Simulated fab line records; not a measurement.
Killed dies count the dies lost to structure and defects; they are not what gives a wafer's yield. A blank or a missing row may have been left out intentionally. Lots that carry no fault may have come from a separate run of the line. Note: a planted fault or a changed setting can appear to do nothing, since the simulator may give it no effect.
A struck lot beside a sound one	flow gf180mcu	16 out of 602 route steps
Sound: the wafers L752.1, L752.3, L752.5. Wafers L751.1, L751.2, L751.5 were the ones struck. The cause is given at the end.
Order at every step that has rows: each side's tool, ch and its chambers, its first start. Under that, the readings that differ: sound wafers	struck wafers	difference of the means	sigmas: that difference in standard deviations of wafers without a fault.
alike: words and numbers the same on both sides, and readings whose means are apart by under 2 such deviations; not compared: readings that were withheld, readings missing a value for some wafer, numbers with overlapping values and no deviation given by the record, and bounds like >300 which may hide the same value.
A row with sigmas, a row that says differs or no value, or rows on one side alone: a step with any of these is where the two part. Non-overlapping numbers with no deviation appear without sigmas and do not part them. A reading that every wafer of one side lacks parts them only if that side has two wafers or more.

GF_V1_CMP_04: polishes SiO2.
  sound on cmp-02 ch 2,3, day 23 14:20; struck on cmp-02 ch 0,2,3, day 23 10:15
reading	sound	struck	difference	sigmas
headPressurePsi (psi)	3.997 4.010 4.002	3.987 3.983 3.988	-0.017	-2
  alike: motorCurrentA, retainingRingPressureFrac, slurryFilterDpKPa, timeToEndpointS
GF_V1_BOW_MEAS_05:
  sound on filmMetro-02 at day 23 14:38; struck on filmMetro-02 at day 23 10:30
  alike: V1_BOW
then, 8 steps without rows for these wafers: GF_V1_DEHYDRATE_06 (time 60 s); GF_V1_HMDS_07 (prime time 60 s); GF_V1_COAT_08; GF_V1_COAT_09 (resist thk 1000 nm); GF_V1_SOFTBAKE_10 (time 60 s); GF_V1_EXPOSE_11 (exposes mask Via1, target cd 260 nm); GF_V1_PEB_12 (peb time 90 s); GF_V1_DEVELOP_13 (develop time 60 s).
GF_V1_CD_MEAS_14: target cd 260 nm.
  sound on cdSem-02 at day 24 13:17; struck on cdSem-01 at day 24 09:18
reading	sound	struck	difference	sigmas
cdNm (nm)	259.8 258.6 258.7	261.3 260.6 261.7	+2.2	+2
GF_V1_OVL_MEAS_15:
  sound on overlay-02 at day 24 13:24; struck on overlay-02 at day 24 09:25
  alike: V1_OVL
GF_V1_ETCH_16: etches BARC in N2/H2.
  sound on rieDiel-02 ch 2,3, day 24 13:26; struck on rieDiel-02 ch 1,3, day 24 09:27
  no value came back on the struck wafers for any of 5 readings (biasW (W), chamberPressureMTorr (mTorr) and others); on the sound wafers biasW (W) reads 99.61 100.10 99.99
GF_V1_ETCH_17: etches SiO2 in C4F8/O2/Ar, stops on TiN, target depth 630 nm.
  sound on rieDiel-02 ch 2,3; struck on rieDiel-02 ch 1,3
reading	sound	struck	difference	sigmas
oesProductAu (a.u.)	0.862 0.855 0.857	0.372 0.376 0.372	-0.485	-99 or more
  alike: biasW, chamberPressureMTorr
GF_V1_STRIP_18: strips in O2/N2.
  sound on plasmaAsher-03 ch 1, day 24 13:34; struck on plasmaAsher-03 ch 0,1, day 24 09:35
reading	sound	struck	difference	sigmas
oesProductAu (a.u.)	0.597 0.590 0.588	0.608 0.607 0.617	+0.019	+4
  alike: drypumpMotorCurrentA, heaterPowerW
  not compared: rfHoursCounterH
then, 1 step without rows for these wafers: GF_V1_STRIP_19 (strips in post etch residue remover, time 1200 s).

WHERE THEY PART
First at GF_V1_CMP_04; last, within this record, at GF_V1_STRIP_18.

WHY: whatever the simulator had introduced
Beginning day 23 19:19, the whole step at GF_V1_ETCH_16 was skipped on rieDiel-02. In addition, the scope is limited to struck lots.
